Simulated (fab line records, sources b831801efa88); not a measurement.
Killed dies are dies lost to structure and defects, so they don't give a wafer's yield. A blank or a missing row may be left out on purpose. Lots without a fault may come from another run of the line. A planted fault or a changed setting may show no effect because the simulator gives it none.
fab line records | flow gf180mcu
record lots=5 wafers=15 last_day=34
route steps=602 shown V5@551 TOP_METAL@567
lots that met no fault: from a run of the same line without faults
start_h: hours from the record's first day to the start of the lot's first wafer shown | wait_h: hours since the lot's step before | " the same as in the row above | L1.1+2: a row that stands for several wafers | - no value, or no start given | * or withheld: withheld | < > ~ a bound
route shown NAME@n: a module of which the file shows steps, and the number in the route of the first | usual: mean/standard deviation of fault-free wafers | same: alike in all rows | chamber/n: place in a boat | sites: the reading at each site | _std_site: their standard deviation | _edge_site: outer sites' mean less inner sites' | radius_mm: how far each site lies from the wafer's centre | mask NAME#n: copy n | behind: the tool/chamber that last shaped the wafer | hold: why the lot was held/for how many hours/how that ended | device: the transistor (n, p or np) that didn't switch | end of line: the same wafers' tests at the end of the route | a step without rows: its recipe alone | killed: dies lost to structure and defects at the first sort, not the wafer's yield | map: a wafer's dies, x killed, . not, _ none there
set.NAME: the setting as run; set.NAME@STEP: as run at that earlier step | model.NAME: the simulator's own value behind a step, which no gauge read
lots at some steps of the route; a table a step, a row a wafer
services: from which hour (start_h, from the record's first day; less than 0 if before it) a tool's chamber was out of use, for how many hours, and why
## steps
# step GF_V5_EXPOSE_11
# recipe mask_id=Via5 target_cd_nm=260 na=0.68 source_shape=conventional sigma_outer=0.6 dose_mj=38
# columns lot.wafer tool chamber start_h wait_h mask
L089.1+3+4 krf_scanner-01 0 - - Via5#0
L090.3+5+6 krf_scanner-01 0 - - Via5#0
L092.1+5+6 krf_scanner-02 0 - - Via5#0
L094.1+3+4 krf_scanner-02 0 - - Via5#0
L096.2+4+6 krf_scanner-01 0 - - Via5#0
# step GF_V5_PEB_12
# recipe peb_temp_c=135 peb_time_s=90 resist=KrF
# usual chill_plate_temp_C=22.98/0.1
# columns lot.wafer tool chamber start_h wait_h chill_plate_temp_C
L089.1 litho_track-02 0 - - 23.11
L089.3 " 0 " " 23.02
L089.4 " 0 " " 22.95
L090.3 litho_track-03 0 - - 22.92
L090.5 " 0 " " 22.89
L090.6 " 0 " " 22.84
L092.1 litho_track-03 0 - - 22.84
L092.5 " 0 " " 23.17
L092.6 " 0 " " 22.89
L094.1 litho_track-03 0 - - 23.00
L094.3 " 0 " " 22.87
L094.4 " 0 " " 22.99
L096.2 litho_track-03 0 - - 22.95
L096.4 " 0 " " 22.91
L096.6 " 0 " " 23.04
# step GF_V5_DEVELOP_13
# recipe develop_time_s=60 resist=KrF dev_temp_c=21
# usual chill_plate_temp_C=22.96/0.085
# same develop_time_s=60
# columns lot.wafer tool chamber start_h wait_h chill_plate_temp_C
L089.1 litho_track-02 0 737.45 0.2 23.04
L089.3 " 0 " " 22.87
L089.4 " 0 " " 23.06
L090.3 litho_track-03 0 744.51 0.1 23.00
L090.5 " 0 " " 23.00
L090.6 " 0 " " 22.94
L092.1 litho_track-03 0 761.41 0.2 22.83
L092.5 " 0 " " 22.75
L092.6 " 0 " " 22.89
L094.1 litho_track-03 0 765.76 0.2 23.11
L094.3 " 0 " " 22.78
L094.4 " 0 " " 22.92
L096.2 litho_track-03 0 775.33 0.2 22.97
L096.4 " 0 " " 23.14
L096.6 " 0 " " 23.13
# step GF_V5_CD_MEAS_14
# recipe target_cd_nm=260
# usual cd_nm=260.2/1.2
# columns lot.wafer tool chamber start_h wait_h cd_nm
L089.1 cd_sem-02 - 737.60 0.1 261.5
L089.3 " - " " 260.7
L089.4 " - " " 261.6
L090.3 cd_sem-02 - 744.65 0.1 257.3
L090.5 " - " " 257.9
L090.6 " - " " 258.3
L092.1 cd_sem-02 - 761.56 0.1 262.0
L092.5 " - " " 262.1
L092.6 " - " " 261.7
L094.1 cd_sem-02 - 765.91 0.1 258.9
L094.3 " - " " 259.0
L094.4 " - " " 258.8
L096.2 cd_sem-01 - 775.48 0.1 259.2
L096.4 " - " " 260.0
L096.6 " - " " 258.8
# step GF_V5_OVL_MEAS_15
# usual V5_OVL=0/5.7
# columns lot.wafer tool chamber start_h wait_h V5_OVL[nm]
L089.1 overlay-02 - 737.72 0.1 -7
L089.3 " - " " -5
L089.4 " - " " 6
L090.3 overlay-02 - 744.74 0.1 -5
L090.5 " - " " 6
L090.6 " - " " -7
L092.1 overlay-02 - 761.68 0.1 14
L092.5 " - " " 0
L092.6 " - " " 15
L094.1 overlay-02 - 766.03 0.1 -6
L094.3 " - " " -10
L094.4 " - " " -1
L096.2 overlay-01 - 775.59 0.1 3
L096.4 " - " " -1
L096.6 " - " " -3
# step GF_V5_ETCH_16
# recipe chemistry=N2/H2 target_depth_a=withheld overetch_a=withheld time_s=withheld target=BARC ion_energy_ev=200 source_w=500 bias_w=100 pressure_mtorr=30 n2_flow_sccm=100 h2_flow_sccm=200
# usual drypump_motor_current_A=5.7/0.54 oes_product_au=0.854/0.0047 throttle_valve_pct=13.226/0.0089
# columns lot.wafer tool chamber start_h wait_h drypump_motor_current_A oes_product_au throttle_valve_pct
L089.1 rie_diel-02 2 737.76 0.0 5.4 0.853 13.227
L089.3 " 1 " " 6.0 0.847 13.213
L089.4 " 3 " " 5.2 0.869 13.225
L090.3 rie_diel-02 2 744.77 0.0 5.4 0.845 13.220
L090.5 " 0 " " 5.6 0.847 13.226
L090.6 " 1 " " 6.0 0.864 13.216
L092.1 rie_diel-01 3 761.72 0.0 4.7 0.859 13.213
L092.5 " 2 " " 5.7 0.850 13.241
L092.6 " 1 " " 6.3 0.857 13.229
L094.1 rie_diel-01 2 766.07 0.0 5.6 0.849 13.236
L094.3 " 1 " " 6.3 0.844 13.226
L094.4 " 1 " " 6.3 0.856 13.229
L096.2 rie_diel-02 1 775.62 0.0 6.0 0.849 13.225
L096.4 " 2 " " 5.4 0.858 13.224
L096.6 " 3 " " 5.2 0.854 13.217
# step GF_V5_ETCH_17
# recipe chemistry=C4F8/O2/Ar mask_material=KrF target=SiO2 stop_on=TiN source_w=1500 bias_w=1200 pressure_mtorr=40 c4f8_flow_sccm=withheld O2_flow_sccm=6 Ar_flow_sccm=300 time_s=withheld target_depth_a=8550
# usual oes_product_au=0.860/0.0044
# columns lot.wafer tool chamber start_h wait_h oes_product_au
L089.1 rie_diel-02 2 - - 0.856
L089.3 " 1 " " 0.850
L089.4 " 3 " " 0.866
L090.3 rie_diel-02 2 - - 0.858
L090.5 " 0 " " 0.862
L090.6 " 1 " " 0.865
L092.1 rie_diel-01 3 - - 0.860
L092.5 " 2 " " 0.859
L092.6 " 1 " " 0.857
L094.1 rie_diel-01 2 - - 0.850
L094.3 " 1 " " 0.862
L094.4 " 1 " " 0.863
L096.2 rie_diel-02 1 - - 0.867
L096.4 " 2 " " 0.864
L096.6 " 3 " " 0.857
# step GF_V5_STRIP_18
# recipe chemistry=O2/N2 power_w=1400 pressure_mtorr=1500 platen_temp_c=250 o2_flow_sccm=3000 n2_flow_sccm=300 overash_fraction=0.5
# usual drypump_motor_current_A=6.0/0.46 heater_power_w=326/31 oes_product_au=0.569/0.0054 platen_temp_c=250.01/0.17
# columns lot.wafer tool chamber start_h wait_h drypump_motor_current_A heater_power_w oes_product_au platen_temp_c rf_hours_counter_h
L089.1 plasma_asher-01 0 737.91 - 6.8 350 0.568 249.78 68
L089.3 " 1 " " 5.7 289 0.569 249.97 -
L089.4 " 0 " " 6.9 346 0.567 249.95 -
L090.3 plasma_asher-01 0 744.95 - 6.8 352 0.575 250.27 -
L090.5 " 1 " " 5.7 298 0.572 249.99 -
L090.6 " 0 " " 6.8 361 0.580 250.02 -
L092.1 plasma_asher-03 0 761.87 - 6.0 318 0.572 249.93 96
L092.5 " 0 " " 6.0 319 0.567 249.81 -
L092.6 " 1 " " 5.9 282 0.574 250.29 -
L094.1 plasma_asher-03 1 766.22 - 5.8 289 0.562 249.92 97
L094.3 " 0 " " 6.0 316 0.575 249.87 -
L094.4 " 1 " " 5.9 289 0.556 250.05 -
L096.2 plasma_asher-01 0 775.77 - 6.8 360 0.571 249.72 72
L096.4 " 0 " " 6.8 353 0.576 249.92 -
L096.6 " 1 " " 5.6 291 0.579 250.01 -
# step GF_V5_STRIP_19
# recipe chemistry=post_etch_residue_remover time_s=1200 temp_c=72.5
# columns lot.wafer tool chamber start_h wait_h
L089.1+3+4 wet_bench-01 1 738.01 0.1
L090.3+5+6 wet_bench-02 1 745.02 0.0
L092.1+5+6 wet_bench-01 0 761.97 0.1
L094.1+3+4 wet_bench-01 3 766.32 0.1
L096.2+4+6 wet_bench-04 2 775.87 0.1
# step GF_V5_CLEAN_20
# recipe chemistry=DIW dry=n2_spin
# columns lot.wafer tool chamber start_h wait_h
L089.1+3+4 wet_bench-04 2 738.36 0.0
L090.3+5+6 wet_bench-04 2 745.36 0.0
L092.1+5+6 wet_bench-04 1 762.31 0.0
L094.1+3+4 wet_bench-04 3 766.66 0.0
L096.2+4+6 wet_bench-02 3 776.21 0.0
# step GF_V5_SPUTTER_21
# recipe material=Ti target_thk_nm=15 chamber_pressure_pa=5 power_w=2500 substrate_temp_c=200 time_s=80.02
# usual substrate_temp_c=200.01/0.16 throttle_valve_pct=30.5/0.87
# columns lot.wafer tool chamber start_h wait_h substrate_temp_c throttle_valve_pct
L089.1 pvd_sputter-03 - 738.46 0.0 199.89 31.5
L089.3 " - " " 200.02 30.0
L089.4 " - " " 200.03 30.8
L090.3 pvd_sputter-03 - 745.45 0.0 199.93 30.2
L090.5 " - " " 200.01 30.0
L090.6 " - " " 200.19 30.4
L092.1 pvd_sputter-03 - 762.40 0.0 200.08 31.6
L092.5 " - " " 199.81 30.5
L092.6 " - " " 199.99 31.8
L094.1 pvd_sputter-03 - 766.75 0.0 200.19 29.7
L094.3 " - " " 200.18 30.1
L094.4 " - " " 200.00 30.3
L096.2 pvd_sputter-01 - 776.30 0.0 200.07 29.7
L096.4 " - " " 199.84 29.1
L096.6 " - " " 199.89 31.4
# step GF_V5_SPUTTER_22
# recipe material=TiN target_thk_nm=10 chamber_pressure_pa=5 power_w=4000 time_s=40
# usual throttle_valve_pct=30.5/0.9
# columns lot.wafer tool chamber start_h wait_h throttle_valve_pct
L089.1 pvd_sputter-03 - 738.52 0.0 31.8
L089.3 " - " " 30.2
L089.4 " - " " 30.6
L090.3 pvd_sputter-03 - 745.51 0.0 30.0
L090.5 " - " " 30.1
L090.6 " - " " 30.5
L092.1 pvd_sputter-03 - 762.46 0.0 31.6
L092.5 " - " " 30.3
L092.6 " - " " 31.6
L094.1 pvd_sputter-03 - 766.81 0.0 29.8
L094.3 " - " " 30.3
L094.4 " - " " 30.1
L096.2 pvd_sputter-01 - 776.36 0.0 29.7
L096.4 " - " " 29.2
L096.6 " - " " 31.1
# step GF_V5_CVD_23
# recipe material=W target_thk_nm=350 time_s=104.9 temp_c=400 pressure_torr=40
# usual chamber_pressure_Torr=40.00/0.092 heater_power_w=931/63
# columns lot.wafer tool chamber start_h wait_h chamber_pressure_Torr heater_power_w
L089.1 cvd_w-02 0 738.56 0.0 40.03 969
L089.3 " 0 " " 40.08 1018
L089.4 " 1 " " 40.05 869
L090.3 cvd_w-02 0 745.63 0.1 40.03 959
L090.5 " 0 " " 40.06 972
L090.6 " 0 " " 40.03 985
L092.1 cvd_w-01 1 762.50 0.0 39.97 975
L092.5 " 1 " " 40.05 990
L092.6 " 0 " " 40.02 864
L094.1 cvd_w-01 1 766.85 0.0 39.96 1000
L094.3 " 1 " " 40.00 1004
L094.4 " 0 " " 40.11 868
L096.2 cvd_w-02 0 776.40 0.0 40.08 987
L096.4 " 1 " " 40.01 869
L096.6 " 0 " " 39.96 987
# step GF_V5_RS_MEAS_24
# recipe thk_meas_gauge=four-point-probe reads=W_of_V5_CVD_23+TiN_of_V5_SPUTTER_22+Ti_of_V5_SPUTTER_21
# usual V5_W_RS=0.330/0.0034
# columns lot.wafer tool chamber start_h wait_h V5_W_RS[ohm/sq]
L089.1 film_metro-01 - 738.67 0.1 0.331
L089.3 " - " " 0.326
L089.4 " - " " 0.335
L090.3 film_metro-04 - 745.82 0.2 0.336
L090.5 " - " " 0.335
L090.6 " - " " 0.335
L092.1 film_metro-01 - 762.61 0.1 0.326
L092.5 " - " " 0.326
L092.6 " - " " 0.332
L094.1 film_metro-02 - 766.96 0.1 0.324
L094.3 " - " " 0.329
L094.4 " - " " 0.333
L096.2 film_metro-02 - 776.53 0.1 0.331
L096.4 " - " " 0.336
L096.6 " - " " 0.334
# step GF_V5_THK_MEAS_25
# recipe thk_meas_gauge=xrf reads=W_of_V5_CVD_23
# usual V5_W_THK=342/5.9
# columns lot.wafer tool chamber start_h wait_h V5_W_THK[nm]
L089.1 film_metro-01 - 738.79 0.1 347
L089.3 " - " " 351
L089.4 " - " " 339
L090.3 film_metro-04 - 745.92 0.1 335
L090.5 " - " " 334
L090.6 " - " " 335
L092.1 film_metro-01 - 762.73 0.1 354
L092.5 " - " " 352
L092.6 " - " " 347
L094.1 film_metro-02 - 767.08 0.1 345
L094.3 " - " " 337
L094.4 " - " " 333
L096.2 film_metro-02 - 776.64 0.1 337
L096.4 " - " " 333
L096.6 " - " " 336
# step GF_V5_CMP_26
# recipe stop_on=SiO2 down_force_psi=3.5 platen_rpm=60 t_overpolish_s=15 target_thk_nm=0 pad_velocity_m_s=0.94248
# usual motor_current_A=11.1/1.1 overpolish_run_s=15.001/0.0092 retaining_ring_pressure_frac=1.001/0.0046 time_to_endpoint_s=82/4.4
# columns lot.wafer tool chamber start_h wait_h motor_current_A overpolish_run_s retaining_ring_pressure_frac time_to_endpoint_s
L089.1 cmp-02 2 738.85 0.1 12.9 15.003 1.007 88
L089.4 " 0 " " 10.8 14.996 0.998 80
L089.3 " 1 " " 12.0 15.002 0.997 86
L090.3 cmp-01 3 746.01 0.1 10.6 14.992 1.005 73
L090.5 " 2 " " 12.0 14.999 0.993 85
L090.6 " 3 " " 10.8 14.999 1.001 77
L092.1 cmp-01 2 762.94 0.2 11.3 14.983 1.003 86
L092.6 " 3 " " 11.1 15.002 0.994 78
L092.5 " 0 " " 8.8 15.014 0.998 81
L094.4 cmp-02 0 767.19 0.1 10.8 14.992 0.994 74
L094.3 " 1 " " 11.8 15.001 1.000 81
L094.1 " 2 " " 12.1 15.005 0.994 80
L096.4 cmp-02 3 776.95 0.3 11.4 14.995 1.004 76
L096.2 " 0 " " 11.3 15.017 0.998 76
L096.6 " 2 " " 11.5 15.000 0.999 82
# step GF_TOP_METAL_SPUTTER_00
# recipe material=Ti target_thk_nm=37.5 arriving_ion_energy_ev=80 substrate_temp_c=200 chamber_pressure_pa=2 power_w=4000 time_s=150
# usual substrate_temp_c=200.00/0.15 throttle_valve_pct=30.3/0.88
# columns lot.wafer tool chamber start_h wait_h substrate_temp_c throttle_valve_pct
L089.1 pvd_sputter-01 - 739.15 0.2 200.13 29.1
L089.3 " - " " 199.76 29.9
L089.4 " - " " 199.76 29.8
L090.3 pvd_sputter-02 - 746.26 0.2 200.01 31.8
L090.5 " - " " 200.19 32.0
L090.6 " - " " 199.87 30.7
L092.1 pvd_sputter-01 - 763.09 0.1 200.02 29.9
L092.5 " - " " 199.95 30.0
L092.6 " - " " 199.74 29.2
L094.1 pvd_sputter-01 - 767.44 0.1 199.99 29.1
L094.3 " - " " 200.18 29.8
L094.4 " - " " 200.05 31.3
L096.2 pvd_sputter-01 - 777.15 0.1 200.25 29.6
L096.4 " - " " 199.91 29.9
L096.6 " - " " 199.95 28.9
# step GF_TOP_METAL_SPUTTER_01
# recipe material=TiN target_thk_nm=30 power_w=6500 time_s=25 chamber_pressure_pa=0.4
# usual throttle_valve_pct=30.3/0.87
# columns lot.wafer tool chamber start_h wait_h throttle_valve_pct
L089.1 pvd_sputter-01 - 739.25 0.1 29.0
L089.3 " - " " 29.8
L089.4 " - " " 29.8
L090.3 pvd_sputter-02 - 746.36 0.1 32.0
L090.5 " - " " 32.1
L090.6 " - " " 30.4
L092.1 pvd_sputter-01 - 763.19 0.1 29.7
L092.5 " - " " 29.8
L092.6 " - " " 29.3
L094.1 pvd_sputter-01 - 767.56 0.1 29.2
L094.3 " - " " 29.7
L094.4 " - " " 31.4
L096.2 pvd_sputter-01 - 777.25 0.1 29.8
L096.4 " - " " 29.7
L096.6 " - " " 29.1
# step GF_TOP_METAL_SPUTTER_02
# recipe material=AlCu target_thk_nm=900 power_w=10600 chamber_pressure_pa=0.3 substrate_temp_c=250 gas=Ar time_s=47.82
# usual substrate_temp_c=249.98/0.18 throttle_valve_pct=30.3/0.88
# columns lot.wafer tool chamber start_h wait_h substrate_temp_c throttle_valve_pct
L089.1 pvd_sputter-01 - 739.28 0.0 250.17 29.1
L089.3 " - " " 249.79 29.8
L089.4 " - " " 249.62 29.6
L090.3 pvd_sputter-02 - 746.39 0.0 250.33 32.3
L090.5 " - " " 249.97 32.1
L090.6 " - " " 250.15 30.8
L092.1 pvd_sputter-01 - 763.22 0.0 250.05 29.7
L092.5 " - " " 249.95 29.7
L092.6 " - " " 249.63 29.5
L094.1 pvd_sputter-01 - 767.59 0.0 249.98 29.3
L094.3 " - " " 250.00 29.6
L094.4 " - " " 250.28 31.4
L096.2 pvd_sputter-01 - 777.28 0.0 249.75 29.8
L096.4 " - " " 250.14 29.7
L096.6 " - " " 249.90 29.1
# step GF_TOP_METAL_SPUTTER_03
# recipe material=Ti target_thk_nm=5 substrate_temp_c=300 chamber_pressure_pa=0.3 power_w=3000 time_s=3.3
# usual substrate_temp_c=299.99/0.2 throttle_valve_pct=30.3/0.88
# columns lot.wafer tool chamber start_h wait_h substrate_temp_c throttle_valve_pct
L089.1 pvd_sputter-01 - 739.32 0.0 299.76 29.1
L089.3 " - " " 299.95 29.7
L089.4 " - " " 300.09 29.7
L090.3 pvd_sputter-02 - 746.43 0.0 300.02 32.1
L090.5 " - " " 300.05 32.1
L090.6 " - " " 299.75 30.7
L092.1 pvd_sputter-01 - 763.27 0.0 300.29 29.6
L092.5 " - " " 300.10 30.1
L092.6 " - " " 300.31 29.2
L094.1 pvd_sputter-01 - 767.64 0.0 299.86 29.0
L094.3 " - " " 299.84 30.0
L094.4 " - " " 300.10 31.3
L096.2 pvd_sputter-01 - 777.33 0.0 299.83 29.9
L096.4 " - " " 299.83 29.5
L096.6 " - " " 299.96 28.9
# step GF_TOP_METAL_SPUTTER_04
# recipe material=TiN target_thk_nm=25 power_w=6500 time_s=20.8 chamber_pressure_pa=0.4
# usual throttle_valve_pct=30.3/0.88
# columns lot.wafer tool chamber start_h wait_h throttle_valve_pct
L089.1 pvd_sputter-01 - 739.34 0.0 28.9
L089.3 " - " " 29.7
L089.4 " - " " 29.4
L090.3 pvd_sputter-02 - 746.45 0.0 32.1
L090.5 " - " " 32.0
L090.6 " - " " 30.3
L092.1 pvd_sputter-01 - 763.29 0.0 30.2
L092.5 " - " " 29.5
L092.6 " - " " 29.6
L094.1 pvd_sputter-01 - 767.66 0.0 28.8
L094.3 " - " " 29.6
L094.4 " - " " 31.3
L096.2 pvd_sputter-01 - 777.34 0.0 29.8
L096.4 " - " " 29.3
L096.6 " - " " 29.3
# step GF_TOP_METAL_RS_MEAS_05
# recipe thk_meas_gauge=four-point-probe reads=TiN_of_TOP_METAL_SPUTTER_04+Ti_of_TOP_METAL_SPUTTER_03+AlCu_of_TOP_METAL_SPUTTER_02+TiN_of_TOP_METAL_SPUTTER_01+Ti_of_TOP_METAL_SPUTTER_00
# usual TOP_METAL_ALCU_RS=0.0325/0.00039
# columns lot.wafer tool chamber start_h wait_h TOP_METAL_ALCU_RS[ohm/sq]
L089.1 film_metro-02 - 739.37 0.0 0.0321
L089.3 " - " " 0.0325
L089.4 " - " " 0.0324
L090.3 film_metro-03 - 746.52 0.1 0.0331
L090.5 " - " " 0.0328
L090.6 " - " " 0.0321
L092.1 film_metro-03 - 763.31 0.0 0.0328
L092.5 " - " " 0.0328
L092.6 " - " " 0.0325
L094.1 film_metro-03 - 767.69 0.0 0.0326
L094.3 " - " " 0.0329
L094.4 " - " " 0.0328
L096.2 film_metro-04 - 777.39 0.0 0.0329
L096.4 " - " " 0.0326
L096.6 " - " " 0.0326
# step GF_TOP_METAL_THK_MEAS_06
# recipe thk_meas_gauge=xrf reads=AlCu_of_TOP_METAL_SPUTTER_02
# usual TOP_METAL_ALCU_THK=900/13
# columns lot.wafer tool chamber start_h wait_h TOP_METAL_ALCU_THK[nm]
L089.1 film_metro-02 - 739.49 0.1 922
L089.3 " - " " 908
L089.4 " - " " 906
L090.3 film_metro-03 - 746.62 0.1 880
L090.5 " - " " 886
L090.6 " - " " 907
L092.1 film_metro-03 - 763.43 0.1 888
L092.5 " - " " 891
L092.6 " - " " 895
L094.1 film_metro-03 - 767.81 0.1 896
L094.3 " - " " 888
L094.4 " - " " 890
L096.2 film_metro-04 - 777.50 0.1 885
L096.4 " - " " 898
L096.6 " - " " 892
# step GF_TOP_METAL_DEHYDRATE_07
# recipe temp_c=200 time_s=60
# usual chill_plate_temp_C=22.99/0.1
# columns lot.wafer tool chamber start_h wait_h chill_plate_temp_C
L089.1 litho_track-04 0 747.98 8.5 23.11
L089.3 " 0 " " 23.08
L089.4 " 0 " " 22.96
L090.3 litho_track-03 0 753.91 7.3 22.90
L090.5 " 0 " " 22.85
L090.6 " 0 " " 22.88
L092.1 litho_track-04 0 770.82 7.4 22.90
L092.5 " 0 " " 23.15
L092.6 " 0 " " 22.95
L094.1 litho_track-03 0 774.51 6.7 23.21
L094.3 " 0 " " 22.93
L094.4 " 0 " " 22.95
L096.2 litho_track-04 0 784.75 7.2 22.87
L096.4 " 0 " " 23.05
L096.6 " 0 " " 22.90
# step GF_TOP_METAL_HMDS_08
# recipe prime_time_s=60 prime_temp_c=120
# usual chill_plate_temp_C=23.00/0.1
# columns lot.wafer tool chamber start_h wait_h chill_plate_temp_C
L089.1 litho_track-04 0 748.13 0.1 23.04
L089.3 " 0 " " 23.03
L089.4 " 0 " " 23.01
L090.3 litho_track-03 0 754.06 0.1 23.08
L090.5 " 0 " " 22.82
L090.6 " 0 " " 22.80
L092.1 litho_track-04 0 770.97 0.1 22.93
L092.5 " 0 " " 22.97
L092.6 " 0 " " 23.16
L094.1 litho_track-03 0 774.66 0.1 22.85
L094.3 " 0 " " 23.07
L094.4 " 0 " " 23.10
L096.2 litho_track-04 0 784.90 0.1 22.86
L096.4 " 0 " " 22.82
L096.6 " 0 " " 22.92
# step GF_TOP_METAL_COAT_09
# recipe resist=NOVOLAK spin_rpm=3000 resist_thk_nm=1500
# usual chill_plate_temp_C=22.99/0.091
# columns lot.wafer tool chamber start_h wait_h chill_plate_temp_C
L089.1 litho_track-04 0 748.28 0.1 23.11
L089.3 " 0 " " 23.13
L089.4 " 0 " " 23.10
L090.3 litho_track-03 0 754.21 0.1 22.84
L090.5 " 0 " " 23.10
L090.6 " 0 " " 23.08
L092.1 litho_track-04 0 771.12 0.1 23.12
L092.5 " 0 " " 22.99
L092.6 " 0 " " 23.01
L094.1 litho_track-03 0 774.81 0.1 22.97
L094.3 " 0 " " 23.03
L094.4 " 0 " " 22.97
L096.2 litho_track-04 0 785.05 0.1 22.93
L096.4 " 0 " " 23.03
L096.6 " 0 " " 23.05
# step GF_TOP_METAL_SOFTBAKE_10
# recipe temp_c=90 time_s=60 resist=NOVOLAK
# usual chill_plate_temp_C=23.00/0.11
# columns lot.wafer tool chamber start_h wait_h chill_plate_temp_C
L089.1 litho_track-04 0 748.43 0.1 23.11
L089.3 " 0 " " 22.96
L089.4 " 0 " " 23.02
L090.3 litho_track-03 0 754.36 0.1 23.05
L090.5 " 0 " " 23.23
L090.6 " 0 " " 23.14
L092.1 litho_track-04 0 771.27 0.1 23.04
L092.5 " 0 " " 23.11
L092.6 " 0 " " 23.13
L094.1 litho_track-03 0 774.96 0.1 23.01
L094.3 " 0 " " 22.81
L094.4 " 0 " " 22.99
L096.2 litho_track-04 0 785.20 0.1 22.88
L096.4 " 0 " " 22.82
L096.6 " 0 " " 22.68
# step GF_TOP_METAL_EXPOSE_11
# recipe mask_id=MetalTop target_cd_nm=440 na=0.6 source_shape=conventional sigma_outer=0.6 dose_mj=170
# columns lot.wafer tool chamber start_h wait_h mask
L089.1+3+4 iline_stepper-01 0 - - MetalTop#0
L090.3+5+6 iline_stepper-01 0 - - MetalTop#0
L092.1+5+6 iline_stepper-01 0 - - MetalTop#0
L094.1+3+4 iline_stepper-02 0 - - MetalTop#0
L096.2+4+6 iline_stepper-02 0 - - MetalTop#0
# step GF_TOP_METAL_PEB_12
# recipe temp_c=withheld time_s=* resist=NOVOLAK
# usual chill_plate_temp_C=*
# columns lot.wafer tool chamber start_h wait_h chill_plate_temp_C
L089.1 litho_track-01 0 - - *
L089.3 " 0 " " *
L089.4 " 0 " " *
L090.3 litho_track-01 0 - - *
L090.5 " 0 " " *
L090.6 " 0 " " *
L092.1 litho_track-01 0 - - *
L092.5 " 0 " " *
L092.6 " 0 " " *
L094.1 litho_track-03 0 - - *
L094.3 " 0 " " *
L094.4 " 0 " " *
L096.2 litho_track-01 0 - - *
L096.4 " 0 " " *
L096.6 " 0 " " *
# step GF_TOP_METAL_DEVELOP_13
# recipe develop_time_s=60 dev_temp_c=23
# usual chill_plate_temp_C=22.98/0.096
# same develop_time_s=60
# columns lot.wafer tool chamber start_h wait_h chill_plate_temp_C
L089.1 litho_track-01 0 756.14 0.1 22.86
L089.3 " 0 " " 23.09
L089.4 " 0 " " 22.90
L090.3 litho_track-01 0 762.74 0.1 23.17
L090.5 " 0 " " 22.91
L090.6 " 0 " " 22.98
L092.1 litho_track-01 0 778.44 0.1 23.18
L092.5 " 0 " " 22.94
L092.6 " 0 " " 23.03
L094.1 litho_track-03 0 782.96 0.1 23.10
L094.3 " 0 " " 23.01
L094.4 " 0 " " 23.02
L096.2 litho_track-01 0 792.26 0.1 23.02
L096.4 " 0 " " 22.97
L096.6 " 0 " " 22.98
# step GF_TOP_METAL_CD_MEAS_14
# recipe target_cd_nm=440
# usual cd_nm=439.7/2
# columns lot.wafer tool chamber start_h wait_h cd_nm
L089.1 cd_sem-02 - 756.29 0.1 437.6
L089.3 " - " " 440.3
L089.4 " - " " 440.1
L090.3 cd_sem-01 - 762.88 0.1 441.4
L090.5 " - " " 444.8
L090.6 " - " " 441.0
L092.1 cd_sem-01 - 778.59 0.1 438.3
L092.5 " - " " 439.8
L092.6 " - " " 440.5
L094.1 cd_sem-01 - 783.11 0.1 439.9
L094.3 " - " " 439.0
L094.4 " - " " 438.9
L096.2 cd_sem-02 - 792.41 0.1 440.4
L096.4 " - " " 441.5
L096.6 " - " " 442.7
# step GF_TOP_METAL_OVL_MEAS_15
# usual TOP_METAL_OVL=-0.9/1.3
# columns lot.wafer tool chamber start_h wait_h TOP_METAL_OVL[nm]
L089.1 overlay-02 - 756.41 0.1 -0.5
L089.3 " - " " -1.1
L089.4 " - " " -2.6
L090.3 overlay-01 - 762.97 0.1 1.3
L090.5 " - " " 1.4
L090.6 " - " " 3.7
L092.1 overlay-01 - 778.71 0.1 -1.9
L092.5 " - " " 0.6
L092.6 " - " " 0.6
L094.1 overlay-01 - 783.23 0.1 -1.6
L094.3 " - " " -4.4
L094.4 " - " " -2.3
L096.2 overlay-02 - 792.52 0.1 -3.7
L096.4 " - " " -1.3
L096.6 " - " " -1.7
# step GF_TOP_METAL_METAL_ETCH_16
# recipe chemistry=Cl2/BCl3 mask_material=NOVOLAK target_depth_nm=1077.5 stop_on=SiO2 pressure_mtorr=8 icp_w=800 bias_w=140 Cl2_flow_sccm=80 bcl3_flow_sccm=40 time_s=179.6
# usual drypump_motor_current_A=5.4/0.35 oes_product_au=0.969/0.0062 throttle_valve_pct=28.253/0.011
# columns lot.wafer tool chamber start_h wait_h drypump_motor_current_A oes_product_au rf_hours_counter_h throttle_valve_pct
L089.1 rie_metal-03 1 756.45 0.0 5.1 0.972 10.0 28.259
L089.3 " 0 " " 5.5 0.973 - 28.248
L089.4 " 1 " " 5.1 0.967 - 28.239
L090.3 rie_metal-04 1 763.05 0.1 5.2 0.964 - 28.273
L090.5 " 0 " " 4.9 0.963 - 28.258
L090.6 " 1 " " 5.2 0.983 - 28.244
L092.1 rie_metal-02 0 778.74 0.0 5.9 0.966 10.1 28.265
L092.5 " 1 " " 5.6 0.969 - 28.247
L092.6 " 0 " " 5.9 0.967 - 28.246
L094.1 rie_metal-02 1 783.27 0.0 5.6 0.964 10.0 28.259
L094.3 " 1 " " 5.6 0.968 - 28.266
L094.4 " 0 " " 5.9 0.966 - 28.247
L096.2 rie_metal-02 1 792.55 0.0 5.6 0.969 10.6 28.255
L096.4 " 0 " " 5.9 0.970 - 28.257
L096.6 " 0 " " 5.9 0.965 - 28.254
## services
# columns tool chamber start_h hours kind
rie_diel-01 1 712.45 19.1 repair
pvd_sputter-01 - 712.47 1.2 repair
cmp-01 - 714.21 2.1 repair
cmp-02 - 720.82 4.4 pm
rie_diel-02 0 727.80 13.9 repair
krf_scanner-01 - 731.85 1.3 pm
cvd_w-02 1 741.82 10.0 repair
krf_scanner-01 - 741.89 0.6 repair
krf_scanner-01 - 742.59 1.0 pm
cmp-02 - 744.14 4.0 pm
cmp-01 - 748.49 1.8 repair
cmp-02 - 765.55 0.6 repair
cmp-01 - 770.06 24.8 repair
krf_scanner-02 - 775.73 0.3 repair
rie_metal-03 - 778.43 28.1 pm
rie_diel-02 3 778.62 12.3 repair
rie_diel-02 - 784.27 2.0 repair
cmp-02 - 784.40 1.8 repair
plasma_asher-01 - 784.58 2.4 repair
iline_stepper-01 - 786.19 6.4 repair
cvd_w-02 1 789.33 5.9 repair
cmp-01 - 789.46 0.9 repair
iline_stepper-01 - 790.54 6.3 repair
krf_scanner-02 - 791.10 1.0 pm
## key
fault none
